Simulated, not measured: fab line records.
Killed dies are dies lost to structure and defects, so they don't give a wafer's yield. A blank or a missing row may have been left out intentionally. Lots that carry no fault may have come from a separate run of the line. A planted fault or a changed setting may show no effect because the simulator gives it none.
A struck lot beside a sound one -- flow sfq-line -- 19 steps out of a route of 325
Sound: the wafers L311.1, L311.2, L311.6. Wafers struck: L316.1, L316.2, L316.6. Last of all comes the cause.
Order at every step that has rows: each side's tool, ch and its chambers, its first start. Under that, the readings that differ: sound wafers -- struck wafers -- difference of the means -- sigmas: that difference in standard deviations of wafers without a fault.
alike: words and numbers the same on both sides, and readings whose means are apart by under 2 such deviations; not compared: readings that were withheld, readings missing a value for some wafer, numbers with overlapping values and no deviation given by the record, and bounds like >300 which may hide the same value.
The two part at a step that has a row with sigmas, a row that says differs or no value, or rows on one side only. When numbers do not overlap yet have no deviation, they are printed without sigmas and do not part them. Lack of a reading on every wafer of one side parts them only where that side has two or more wafers.

SFQ_M7_OVL_MEAS_945:
  sound: overlay-02 at day 84 02:16; struck: overlay-01 at day 85 05:59
  alike: M7_OVL
SFQ_TRILAYER_M7_BARC_OPEN_METAL_ETCH_229: etches BARC in O2, target depth 125 nm, time 41.7 s.
  sound on rie-metal-02 ch 0,1, day 84 02:18; struck on rie-metal-01 ch 0,1, day 85 06:01
  alike: drypump-motor-current-A, oes-product-au
  not compared: rf-hours-counter-h
then, 3 steps without rows for these wafers: SFQ_TRILAYER_M7_ETCH_METAL_ETCH_180 (etches Nb in Cl2/Ar, stops on SiO2, target depth 240 nm, time 120 s); SFQ_TRILAYER_M7_STRIP_STRIP_181 (strips in O2); SFQ_TRILAYER_M7_STRIP_SOLV_CLEAN_182 (cleans in NMP, time 600 s).
SFQ_TRILAYER_I7_DEP_PECVD_183: deposits SiO2 from SiH4/N2O, time 111.11 s, target thk 500 nm.
  sound on pecvd-01 ch 0,2, day 84 03:17; struck on pecvd-02 ch 0,2, day 85 07:00
reading,sound,struck,difference,sigmas
throttle-valve-pct (%),28.2 27.4 27.3,24.2 23.7 23.2,-3.9,-3
  alike: chamber-pressure-Torr, heater-power-w, showerhead-vpp-V
SFQ_TRILAYER_I7_CMP_CMP_184: polishes SiO2.
  sound on cmp-01 ch 0,1, day 84 04:27; struck on cmp-01 ch 0,2,3, day 85 07:05
  alike: motor-current-A, retaining-ring-pressure-frac, slurry-flow-ml-min, time-to-endpoint-s
SFQ_I7_BOW_MEAS_946:
  sound: film-metro-04 at day 84 06:57; struck: film-metro-01 at day 85 10:05
reading,sound,struck,difference,sigmas
I7_BOW (um),15 19 27,1 -9 -6,-25,-2
SFQ_TRILAYER_I7_METRO_MEASURE_185:
  sound: film-metro-04 at day 84 07:04; struck: film-metro-01 at day 85 10:12
  alike: thk-nm
then, 3 steps without rows for these wafers: SFQ_TRILAYER_I7_VIA_LITHO_COAT_192 (resist thk 62 nm); SFQ_TRILAYER_I7_VIA_LITHO_COAT_187 (resist thk 650 nm); SFQ_TRILAYER_I7_VIA_LITHO_SOFTBAKE_191.
-- the record jumps here: 4 days lie between the struck wafers' starts before and after --
SFQ_TRILAYER_I7_VIA_LITHO_EXPOSE_188: exposes mask I7, target cd 1000 nm.
  sound on krf-scanner-02 ch 0, day 88 10:32; struck on krf-scanner-01 ch 0, day 89 10:17
reading,sound,struck,difference,sigmas
exposure-dose-mJ-cm2,21.279 21.296 21.266,17.438 17.454 17.414,-3.845,-99 or more
  alike: mask, focus-offset-nm
then, 2 steps without rows for these wafers: SFQ_TRILAYER_I7_VIA_LITHO_PEB_190 (peb time 60 s); SFQ_TRILAYER_I7_VIA_LITHO_DEVELOP_189 (time 60 s).
SFQ_I7_OVL_MEAS_947:
  sound: overlay-02 at day 88 12:02; struck: overlay-01 at day 89 11:47
reading,sound,struck,difference,sigmas
I7_OVL (nm),-10 -6 2,8 7 8,+12,+2
SFQ_TRILAYER_I7_VIA_BARC_OPEN_VIA_ETCH_260: etches BARC in O2, target depth 125 nm, time 41.7 s.
  sound on rie-diel-03 ch 0,1, day 88 12:04; struck on rie-diel-04 ch 1,3, day 89 11:49
reading,sound,struck,difference,sigmas
model.I7.cd-nm (nm),1002 1001 1001,968.2 966.8 966.6,-34.1,
  alike: drypump-motor-current-A, oes-product-au
  not compared: rf-hours-counter-h
SFQ_TRILAYER_I7_VIA_ETCH_VIA_ETCH_190: etches SiO2 in CHF3, stops on Nb, target depth 260 nm.
  sound on rie-diel-03 ch 0,1, day 88 12:07; struck on rie-diel-04 ch 1,3, day 89 11:52
reading,sound,struck,difference,sigmas
model.I7.cd-nm (nm),1003 999.6 1000,968.4 968.3 968,-32.6,
  alike: drypump-motor-current-A, oes-product-au
SFQ_TRILAYER_I7_VIA_STRIP_STRIP_191: strips in O2.
  sound on rie-metal-01 ch 0,1, day 88 12:13; struck on rie-metal-04 ch 0, day 89 11:58
  alike: drypump-motor-current-A, oes-product-au
  not compared: rf-hours-counter-h

## WHERE THEY PART
First at SFQ_TRILAYER_I7_DEP_PECVD_183; last, within this record, at SFQ_I7_OVL_MEAS_947. Later steps at which nothing parts them and some readings are alike: SFQ_TRILAYER_I7_VIA_BARC_OPEN_VIA_ETCH_260, SFQ_TRILAYER_I7_VIA_ETCH_VIA_ETCH_190, SFQ_TRILAYER_I7_VIA_STRIP_STRIP_191.

WHY: whatever the simulator had introduced
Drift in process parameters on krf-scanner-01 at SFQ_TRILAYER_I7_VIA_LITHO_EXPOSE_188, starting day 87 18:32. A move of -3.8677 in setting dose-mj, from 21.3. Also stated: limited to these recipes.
